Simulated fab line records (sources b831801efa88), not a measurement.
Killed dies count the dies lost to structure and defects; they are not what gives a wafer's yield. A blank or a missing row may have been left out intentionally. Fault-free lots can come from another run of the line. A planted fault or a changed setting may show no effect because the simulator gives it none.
2 desks, one fault    flow gf180mcu    numbers are kept per desk, each desk with only its own; the story behind them comes last

== THE TOOL OWNER'S DESK: furnace-01 ==
The tool's own readings at GF_DUAL_GATE_OXIDATION_02 (stabilise 600 s, purge 300 s, target thk 10.887 nm): means of the sampled wafers that have a number, for each lot that ran on this tool. A lot is out of limits, marked OUT, if its mean lies more than 4 standard deviations from the usual mean; the brackets give that distance.
Columns: A = spikeTcBottomC at GF_DUAL_GATE_OXIDATION_02, usual 918.0 C; B = spikeTcCentreC at GF_DUAL_GATE_OXIDATION_02, usual 900.9 C; C = spikeTcLowerC at GF_DUAL_GATE_OXIDATION_02, usual 900.2 C; D = spikeTcTopC at GF_DUAL_GATE_OXIDATION_02, usual 910.4 C; E = spikeTcUpperC at GF_DUAL_GATE_OXIDATION_02, usual 899.6 C; F = tubeCenterTempC at GF_DUAL_GATE_OXIDATION_02, usual 900.01 C; G = tube_center_temp_C_max at GF_DUAL_GATE_OXIDATION_02, usual 902.4
lot   first seen here  A                B                C                 D                 E                F                         G
L257  day 7 23:04      917.9            901.3            902.3             907.0             898.6            900.04                    902.3
L262  day 9 09:41      918.4            901.9            902.3             906.9             899.3            899.95                    902.3
L272  day 12 02:25     903.6 (-14) OUT  885.8 (-15) OUT  888.3 (-7.0) OUT  892.8 (-7.3) OUT  884.4 (-13) OUT  885.50 (-99 or more) OUT  887.9 (-36) OUT
L273  day 12 08:05     903.7 (-14) OUT  885.6 (-15) OUT  888.1 (-7.1) OUT  893.6 (-7.0) OUT  885.7 (-12) OUT  885.50 (-99 or more) OUT  888.2 (-35) OUT
This desk's verdict: out of limits on L272, L273, starting with L272 at day 12 02:25 (spikeTcBottomC at GF_DUAL_GATE_OXIDATION_02). Within limits: L257, L262.

== FROM THE METROLOGY DESK ==
What the gauges read for every lot (on any tool): the sampled wafers with a number, averaged. A lot is out of limits, marked OUT, if its mean lies more than 4 standard deviations from the usual mean; the brackets give that distance.
Columns: A = INCOMING_BOW at GF_STI_BOW_MEAS_00, usual 0 um; B = DUAL_GATE_OXIDATION_00_THK at GF_DUAL_GATE_THK_MEAS_03, usual 10.83 nm; C = HV_LDD_01_OVL at GF_HV_LDD_OVL_MEAS_20, usual -0.3 nm; D = HV_LDD_02_OVL at GF_HV_LDD_OVL_MEAS_32, usual -0.7 nm
lot   first seen here  A   B                C     D
L257  day 1 15:01      -3  10.60            -2.6  -1.6
L258  day 1 20:00      -3  10.82            0.4   -2.1
L259  day 2 01:01      -9  10.47            1.2   0.7
L261  day 2 11:00      5   10.82            -3.5  -1.0
L262  day 2 16:01      2   10.96            -3.0  -0.9
L263  day 2 21:02      2   10.76            1.3   -0.5
L264  day 3 02:02      2   10.86            0.9   -1.0
L268  day 3 22:04      -6  10.74            -2.3  -1.8
L272  day 4 18:00      4   9.56 (-6.0) OUT  0.7   -1.0
L273  day 4 23:02      7   9.32 (-7.2) OUT  2.1   -0.8
L276  day 5 14:01      -5  10.53            1.1   -0.0
L277  day 5 19:01      3   10.61            -0.4  1.7
L279  day 6 05:00      -1  10.66            0.0   -0.7
This desk's finding: out of limits on L272, L273; first on L272, day 12 03:52 (DUAL_GATE_OXIDATION_00_THK at GF_DUAL_GATE_THK_MEAS_03). Within limits: L257, L258, L259, L261, L262, L263, L264, L268, L276, L277, L279.

== TAKEN TOGETHER ==
At day 12 02:25, on L272, L273, the tool owner's desk was in a position to raise an alarm.
On L272, L273, the metrology desk was in a position to raise an alarm at day 12 03:52.
Of the lots named, all ran GF_DUAL_GATE_OXIDATION_02 on furnace-01.

== WHAT THE SIMULATOR HAD INSERTED ==
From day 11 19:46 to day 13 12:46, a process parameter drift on furnace-01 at GF_DUAL_GATE_OXIDATION_02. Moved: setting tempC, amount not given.
Shown lots that were struck: L272, L273.
Delay (hours) between the fault's onset and each desk's first out-of-limits reading: 7 at the tool owner's desk, 8 at the metrology desk.
